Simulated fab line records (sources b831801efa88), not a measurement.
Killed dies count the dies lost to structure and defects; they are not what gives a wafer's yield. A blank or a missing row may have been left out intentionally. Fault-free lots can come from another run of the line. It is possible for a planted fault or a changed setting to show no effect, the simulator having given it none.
fab line records	flow gf180mcu
[record] lots = 12	wafers = 34	last_day = 34
route steps=602 shown POLY_GATE@169 HV_LDD@198
lots that met no fault: taken from a fault-free run of the same line
start_h: hours from the record's opening day to when the first of the lot's shown wafers began	wait_h: hours elapsed since this lot's preceding step	" unchanged from the row above	L1.1+2: a row that stands for several wafers	- value missing, or start not given	* or withheld: withheld	< > ~ a bound
route shown NAME@n: a module of which the file shows steps, and the number in the route of the first	usual: mean/standard deviation taken from wafers without a fault	same: alike in all rows	chamber/n: place in a boat	sites: the reading at each site	_std_site: standard deviation of those values	_edge_site: inner sites' mean taken away from outer sites' mean	radius_mm: how far each site lies from the wafer's centre	mask NAME#n: copy n	behind: the tool/chamber that last shaped the wafer	hold: cause of the lot's hold/its duration in hours/its outcome	device: whichever transistor did not switch (one of n, p or np)	end of line: at the end of the route, the tests of the same wafers	where a step has no rows: the recipe by itself	killed: at the first sort, the dies lost to defects and structure; wafer yield is something else	map: dies across one wafer; x = killed, . = not, _ = none there
set.NAME: the setting as run; set.NAME@STEP: as run at that earlier step	model.NAME: the simulator's own value behind a step, which no gauge read
route steps across a sampled set of lots; one table per step, one row per wafer
services: a tool's chamber out of use, with start hour (start_h, from the record's first day; less than 0 if before it), hours out, and reason
[[steps]]
[step GF_POLY_GATE_ETCH_12]
[recipe] chemistry = N2/H2	target_depth_a = withheld	overetch_a = withheld	time_s = withheld	target = BARC	ion_energy_ev = 200	source_w = 500	bias_w = 100	pressure_mtorr = 30	n2_flow_sccm = 100	h2_flow_sccm = 200
[usual] drypump_motor_current_A = 5.8/0.5	oes_product_au = 0.736/0.0045	throttle_valve_pct = 13.215/0.0088
lot.wafer	tool	chamber	start_h	wait_h	drypump_motor_current_A	oes_product_au	throttle_valve_pct
L692.3	rie_diel-03	0	204.92	0.0	6.4	0.736	13.222
L692.4	"	3	"	"	5.5	0.736	13.214
L692.6	"	2	"	"	5.8	0.732	13.227
L695.2	rie_diel-03	1	221.68	0.0	4.9	0.743	13.208
L695.4	"	0	"	"	6.4	0.731	13.209
L695.5	"	2	"	"	5.8	0.736	13.211
L696.2	rie_diel-01	0	234.92	0.0	6.1	0.738	13.229
L696.4	"	2	"	"	5.0	0.736	13.210
L696.5	"	1	"	"	6.2	0.731	13.215
L697.2	rie_diel-02	0	235.28	0.0	6.4	0.740	13.224
L697.5	"	2	"	"	6.1	0.739	13.226
L697.6	"	3	"	"	5.5	0.737	13.197
L699.2	rie_diel-01	0	248.57	0.0	6.2	0.737	13.211
L699.4	"	2	"	"	5.0	0.741	13.231
L699.5	"	3	"	"	5.9	0.744	13.210
L700.1	rie_diel-01	0	259.32	0.0	6.2	0.741	13.215
L700.2	"	2	"	"	5.0	0.738	13.219
L700.4	"	3	"	"	5.9	0.735	13.203
L701.1	rie_diel-01	3	265.87	0.0	5.9	0.730	13.232
L701.3	"	1	"	"	6.2	0.737	13.226
L701.4	"	0	"	"	6.2	0.743	13.215
L707.2	rie_diel-03	1	307.17	0.0	4.9	0.732	13.205
L707.5	"	3	"	"	5.4	0.740	13.229
L708.1	rie_diel-02	0	317.95	0.0	6.4	0.722	13.218
L708.2	"	1	"	"	6.1	0.734	13.205
L708.5	"	0	"	"	6.4	0.743	13.218
L709.2	rie_diel-02	3	323.33	0.0	5.5	0.737	13.215
L709.4	"	1	"	"	6.0	0.730	13.216
L713.2	rie_diel-03	1	356.73	0.0	4.9	0.743	13.203
L713.4	"	0	"	"	6.5	0.740	13.239
L713.6	"	3	"	"	5.5	0.732	13.227
L714.2	rie_diel-02	0	362.73	0.0	6.4	0.735	13.208
L714.3	"	2	"	"	6.1	0.741	13.207
L714.6	"	1	"	"	6.1	0.737	13.222
[step GF_HV_LDD_STRIP_22]
[recipe] chemistry = O2/N2	power_w = 1400	pressure_mtorr = 1500	platen_temp_c = 250	o2_flow_sccm = 3000	n2_flow_sccm = 300	overash_fraction = 0.5
[usual] drypump_motor_current_A = 5.8/0.42	heater_power_w = 341/64	o2_flow_sccm = 3001/9.2	oes_product_au = 0.716/0.0045	platen_temp_c = 249.99/0.18	strip_time_to_endpoint_s = 12.66/0.035
lot.wafer	tool	chamber	start_h	wait_h	drypump_motor_current_A	heater_power_w	o2_flow_sccm	oes_product_au	platen_temp_c	rf_hours_counter_h	strip_time_to_endpoint_s
L692.3	plasma_asher-03	0	243.86	0.1	5.0	276	3008	0.711	249.70	-	12.63
L692.4	"	1	"	"	6.1	284	2993	0.716	249.98	-	12.68
L692.6	"	0	"	"	5.0	263	3012	0.719	249.85	-	12.67
L695.2	plasma_asher-03	0	261.40	0.1	5.0	276	2995	0.714	249.87	66	12.68
L695.4	"	1	"	"	6.1	286	2991	0.711	249.98	-	12.68
L695.5	"	1	"	"	6.1	284	3009	0.712	249.93	-	12.69
L696.2	plasma_asher-03	1	274.90	0.1	6.1	283	3004	0.719	250.02	67	12.68
L696.4	"	0	"	"	5.0	269	3004	0.717	249.97	-	12.63
L696.5	"	1	"	"	6.1	288	3000	0.717	250.45	-	12.69
L697.2	plasma_asher-01	0	276.85	0.1	6.2	422	3013	0.715	249.92	16	12.70
L697.5	"	0	"	"	6.2	421	2994	0.717	249.87	-	12.75
L697.6	"	1	"	"	5.8	334	2995	0.713	249.97	-	12.73
L699.2	plasma_asher-04	1	288.90	0.1	6.1	315	3004	0.714	249.82	65	12.67
L699.4	"	0	"	"	5.9	431	3011	0.712	250.15	-	12.68
L699.5	"	0	"	"	5.8	438	3003	0.711	250.13	-	12.68
L700.1	plasma_asher-03	1	301.60	0.1	6.1	284	2995	0.724	249.98	70	12.64
L700.2	"	0	"	"	5.0	275	3006	0.716	249.94	70	12.67
L700.4	"	0	"	"	5.0	274	3011	0.718	250.11	-	12.71
L701.1	plasma_asher-04	1	307.25	0.1	6.2	319	3004	0.710	250.18	67	12.64
L701.3	"	0	"	"	5.8	440	3017	0.717	250.14	-	12.65
L701.4	"	1	"	"	6.1	327	2997	0.718	249.89	-	12.63
L707.2	plasma_asher-04	1	351.94	0.1	6.1	320	2996	0.709	249.97	71	12.66
L707.5	"	0	"	"	5.8	436	2993	0.718	249.90	-	12.69
L708.1	plasma_asher-04	0	363.39	0.1	5.8	436	3009	0.727	249.80	72	12.69
L708.2	"	1	"	"	6.2	313	3002	0.710	250.22	72	12.69
L708.5	"	0	"	"	5.8	432	3000	0.715	249.81	-	12.66
L709.2	plasma_asher-01	1	368.94	0.1	5.7	331	3010	0.720	250.40	26	12.66
L709.4	"	1	"	"	5.7	340	3004	0.718	250.37	-	12.68
L713.2	plasma_asher-03	0	404.10	0.1	5.0	271	2989	0.713	249.94	81	12.63
L713.4	"	1	"	"	6.1	288	2999	0.714	250.10	-	12.60
L713.6	"	0	"	"	5.0	270	2997	0.716	249.82	-	12.63
L714.2	plasma_asher-04	1	409.93	0.1	6.2	323	2981	0.722	249.89	77	12.58
L714.3	"	1	"	"	6.2	321	2999	0.716	249.83	-	12.58
L714.6	"	0	"	"	5.8	429	2999	0.717	250.01	-	12.57
[step GF_HV_LDD_CD_MEAS_31]
[recipe] target_cd_nm = 400
[usual] cd_nm = 399.5/2.7
lot.wafer	tool	chamber	start_h	wait_h	cd_nm
L692.3	cd_sem-01	-	263.09	0.1	396.1
L692.4	"	-	"	"	395.1
L692.6	"	-	"	"	393.0
L695.2	cd_sem-02	-	280.99	0.1	401.2
L695.4	"	-	"	"	400.0
L695.5	"	-	"	"	400.9
L696.2	cd_sem-02	-	294.52	0.1	394.8
L696.4	"	-	"	"	394.4
L696.5	"	-	"	"	394.9
L697.2	cd_sem-02	-	296.30	0.1	397.7
L697.5	"	-	"	"	396.3
L697.6	"	-	"	"	400.5
L699.2	cd_sem-02	-	309.65	0.1	403.2
L699.4	"	-	"	"	402.5
L699.5	"	-	"	"	402.2
L700.1	cd_sem-01	-	321.27	0.1	399.5
L700.2	"	-	"	"	398.2
L700.4	"	-	"	"	401.0
L701.1	cd_sem-01	-	327.23	0.1	399.2
L701.3	"	-	"	"	399.5
L701.4	"	-	"	"	396.2
L707.2	cd_sem-02	-	373.81	0.1	400.4
L707.5	"	-	"	"	398.2
L708.1	cd_sem-02	-	385.14	0.1	401.0
L708.2	"	-	"	"	396.5
L708.5	"	-	"	"	397.3
L709.2	cd_sem-01	-	390.90	0.1	398.1
L709.4	"	-	"	"	398.8
L713.2	cd_sem-02	-	427.50	0.1	395.8
L713.4	"	-	"	"	394.1
L713.6	"	-	"	"	396.5
L714.2	cd_sem-01	-	434.39	0.1	402.5
L714.3	"	-	"	"	401.8
L714.6	"	-	"	"	398.9
[step GF_HV_LDD_IMPLANT_48]
[recipe] species = B	energy_kev = 25	dose_cm2 = 3e+13	tilt_deg = 7
[usual] beam_on_s = 10.00/0.2	end_station_pressure_torr = 5.13e-06/2.3e-07	faraday_current_uA = 169/3.4	tilt_deg = 7.003/0.021
lot.wafer	tool	chamber	start_h	wait_h	beam_on_s	end_station_pressure_torr	faraday_current_uA	tilt_deg
L692.3	implanter-02	0	283.05	0.1	9.99	5.11e-06	168	6.974
L692.4	"	0	"	"	10.20	5.13e-06	166	7.005
L692.6	"	0	"	"	9.80	4.87e-06	172	7.005
L695.2	implanter-01	0	301.60	0.0	9.68	5.19e-06	174	7.010
L695.4	"	0	"	"	10.32	5.36e-06	164	6.996
L695.5	"	0	"	"	10.17	4.67e-06	166	7.001
L696.2	implanter-02	0	316.50	0.0	10.24	5.22e-06	165	7.033
L696.4	"	0	"	"	9.89	5.19e-06	172	7.017
L696.5	"	0	"	"	10.09	5.54e-06	167	7.027
L697.2	implanter-01	0	317.05	0.0	10.12	5e-06	167	6.997
L697.5	"	0	"	"	10.06	5.28e-06	167	7.013
L697.6	"	0	"	"	9.99	5e-06	169	7.037
L699.2	implanter-02	0	331.26	0.0	9.81	5e-06	173	7.021
L699.4	"	0	"	"	9.86	5.32e-06	172	7.013
L699.5	"	0	"	"	9.97	5.19e-06	170	7.023
L700.1	implanter-04	0	342.95	0.0	9.72	4.87e-06	175	6.987
L700.2	"	0	"	"	10.13	5.29e-06	168	7.004
L700.4	"	0	"	"	10.10	5.16e-06	167	6.985
L701.1	implanter-01	0	349.25	0.0	9.97	5.13e-06	169	6.977
L701.3	"	0	"	"	10.34	5.29e-06	164	6.984
L701.4	"	0	"	"	9.94	4.79e-06	169	6.983
L707.2	implanter-01	0	396.98	0.0	9.96	4.98e-06	169	7.019
L707.5	"	0	"	"	7.57	4.9e-06	224	7.020
L708.1	implanter-01	0	409.24	0.0	10.30	5.2e-06	164	7.025
L708.2	"	0	"	"	9.64	4.81e-06	175	6.987
L708.5	"	0	"	"	7.52	5.13e-06	224	6.987
L709.2	implanter-01	0	415.16	0.0	10.22	4.79e-06	165	7.005
L709.4	"	0	"	"	7.63	5.39e-06	222	7.011
L713.2	implanter-04	0	452.41	0.0	9.95	5.29e-06	170	7.020
L713.4	"	0	"	"	9.90	4.66e-06	171	7.011
L713.6	"	0	"	"	9.82	5.03e-06	172	7.015
L714.2	implanter-02	0	459.16	0.0	9.63	5.22e-06	176	6.996
L714.3	"	0	"	"	10.10	5.33e-06	167	6.981
L714.6	"	0	"	"	9.87	5.18e-06	172	7.005
[step GF_HV_LDD_TW_MEAS_50]
[usual] HV_LDD_4_TW = 573.3/2.7
lot.wafer	tool	chamber	start_h	wait_h	HV_LDD_4_TW
L692.3	film_metro-02	-	283.27	0.1	576.3
L692.4	"	-	"	"	576.7
L692.6	"	-	"	"	576.6
L695.2	film_metro-04	-	301.84	0.1	569.9
L695.4	"	-	"	"	569.0
L695.5	"	-	"	"	570.0
L696.2	film_metro-02	-	316.73	0.1	571.9
L696.4	"	-	"	"	571.7
L696.5	"	-	"	"	568.9
L697.2	film_metro-04	-	317.29	0.1	570.6
L697.5	"	-	"	"	570.0
L697.6	"	-	"	"	573.1
L699.2	film_metro-02	-	331.50	0.1	572.0
L699.4	"	-	"	"	572.1
L699.5	"	-	"	"	573.3
L700.1	film_metro-04	-	343.20	0.1	576.6
L700.2	"	-	"	"	573.6
L700.4	"	-	"	"	572.5
L701.1	film_metro-02	-	349.50	0.1	574.4
L701.3	"	-	"	"	573.3
L701.4	"	-	"	"	574.9
L707.2	film_metro-02	-	397.21	0.1	574.8
L707.5	"	-	"	"	526.9
L708.1	film_metro-01	-	409.49	0.1	579.3
L708.2	"	-	"	"	578.4
L708.5	"	-	"	"	534.6
L709.2	film_metro-02	-	415.44	0.1	574.6
L709.4	"	-	"	"	527.7
L713.2	film_metro-01	-	452.64	0.1	573.8
L713.4	"	-	"	"	573.6
L713.6	"	-	"	"	573.5
L714.2	film_metro-01	-	459.39	0.1	573.9
L714.3	"	-	"	"	575.7
L714.6	"	-	"	"	577.0
[[services]]
tool	chamber	start_h	hours	kind
implanter-01	-	186.70	21.2	pm
rie_diel-01	0	191.03	4.1	repair
plasma_asher-03	-	194.50	0.7	repair
implanter-02	-	195.54	3.2	repair
implanter-02	-	199.03	7.9	repair
rie_diel-01	0	206.11	1.7	repair
plasma_asher-03	-	209.59	0.6	repair
plasma_asher-04	-	232.08	7.8	repair
implanter-04	-	236.40	2.1	repair
implanter-02	-	248.14	3.8	pm
rie_diel-03	-	287.69	0.8	repair
rie_diel-02	-	327.22	14.6	pm
implanter-01	-	334.40	3.6	pm
rie_diel-03	2	342.60	18.9	repair
rie_diel-01	3	346.08	7.4	repair
implanter-02	-	361.64	18.2	repair
rie_diel-03	0	362.85	3.9	repair
implanter-01	-	366.89	11.1	pm
plasma_asher-04	-	376.84	4.5	repair
rie_diel-01	1	381.34	30.1	repair
rie_diel-02	0	385.91	13.5	repair
plasma_asher-04	-	421.25	9.0	pm
rie_diel-02	1	453.72	32.0	repair
rie_diel-01	3	455.72	16.1	repair
[[key]]
[first_sign] step = GF_HV_LDD_IMPLANT_48	reading = faraday_current_uA	direction = up	sigmas = 16	usual = 169	struck = 223
[effect] step = GF_HV_LDD_IMPLANT_48	reading = beam_on_s	direction = down	sigmas = 12	usual = 10.00	struck = 7.57
[effect] step = GF_HV_LDD_TW_MEAS_50	reading = HV_LDD_4_TW	direction = down	sigmas = 16	usual = 573.3	struck = 529.7
met_at GF_HV_LDD_IMPLANT_48
struck_lots L707,L708,L709
struck_wafers L707.5,L708.5,L709.4
tester_left_out L707,L708,L709
not_acting_at GF_POLY_GATE_ETCH_12,GF_HV_LDD_STRIP_22,GF_HV_LDD_CD_MEAS_31
onset_between 349.25 396.98
[fault] kind = process_parameter_drift	tool = implanter-01	chamber = -	onset_h = 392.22	steps = GF_HV_LDD_IMPLANT_48	channel = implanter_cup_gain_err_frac	offset = 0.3	shape = step	end_h = 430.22	scope = struck_wafers_only
// tester_left_out: of these lots the tester's yield and bins aren't shown, on N5 and GAA mostly nor the transistor test; their killed dies are dies lost to structure and defects alone, not to doping, threshold or leakage, so they don't give the yield
